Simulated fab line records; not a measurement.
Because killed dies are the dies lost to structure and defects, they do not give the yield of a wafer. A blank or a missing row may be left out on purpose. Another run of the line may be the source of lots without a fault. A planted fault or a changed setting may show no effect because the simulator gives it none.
2 desks looking at one fault	flow sky130	every desk sees just its own numbers, and what lay behind them comes last

FOR THE TOOL OWNER'S DESK: rie_metal-04
The tool's own readings at SKY_METAL1_ETCH_18 (etches BARC in N2/H2, stops on SiO2, time 45.9 s, target depth 60 nm): means of the sampled wafers that have a number, for each lot that ran on this tool. A lot is out of limits, marked OUT, if its mean lies more than 4 standard deviations from the usual mean; the brackets give that distance.
Columns: A = drypump_motor_current_A at SKY_METAL1_ETCH_18, usual 5.7 A; B = oes_product_au at SKY_METAL1_ETCH_18, usual 0.855 a.u.; C = rf_fwd_power_W at SKY_METAL1_ETCH_18, usual 494.7 W; D = throttle_valve_pct at SKY_METAL1_ETCH_18, usual 13.224 %
lot	first seen here	A	B	C	D
L182	day 34 06:25	6.1	0.858	495.5	13.225
L183	day 34 21:43	5.9	0.852	493.9	13.233
L188	day 35 23:32	5.6	0.856	438.5 (-30) OUT	13.228
L190	day 36 19:01	5.8	0.863	467.0 (-15) OUT	13.219
This desk finds L188, L190 out of limits, L188 being first, at day 35 23:32 (rf_fwd_power_W at SKY_METAL1_ETCH_18). L182, L183: within limits.

THE METROLOGY DESK
Means of the sampled wafers that have a number, per lot and without regard to the tool the lot ran on: this is what the gauges read. A lot is out of limits, marked OUT, if its mean lies more than 4 standard deviations from the usual mean; the brackets give that distance.
Columns: A = INCOMING_BOW at SKY_FIELD_ISO_BOW_MEAS_00, usual 1 um
lot	first seen here	A
L180	day 1 10:01	5
L182	day 1 20:01	7
L183	day 2 01:01	2
L184	day 2 06:04	2
L188	day 3 02:00	-0
L190	day 3 12:00	3
L194	day 4 08:00	-2
L196	day 4 18:00	-1
L198	day 5 04:02	4
L202	day 6 00:00	-0
L203	day 6 05:01	2
This desk's finding: nothing out of limits on any of the 11 lots.

PUT TOGETHER
An alarm could have come from the tool owner's desk at day 35 23:32, on L188, L190.
Metrology desk: nothing out of limits seen.
The metrology desk has L188, L190 on record, within its limits.
Every lot named ran SKY_METAL1_ETCH_18 on rie_metal-04.

WHAT WAS PUT IN BY THE SIMULATOR
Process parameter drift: rie_metal-04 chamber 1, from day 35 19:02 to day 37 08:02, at SKY_METAL1_ETCH_18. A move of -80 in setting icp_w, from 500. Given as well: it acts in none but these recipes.
Shown lots that were struck: L188, L190.
Hours from the fault's start to each desk's first reading out of limits: the tool owner's desk, 5.
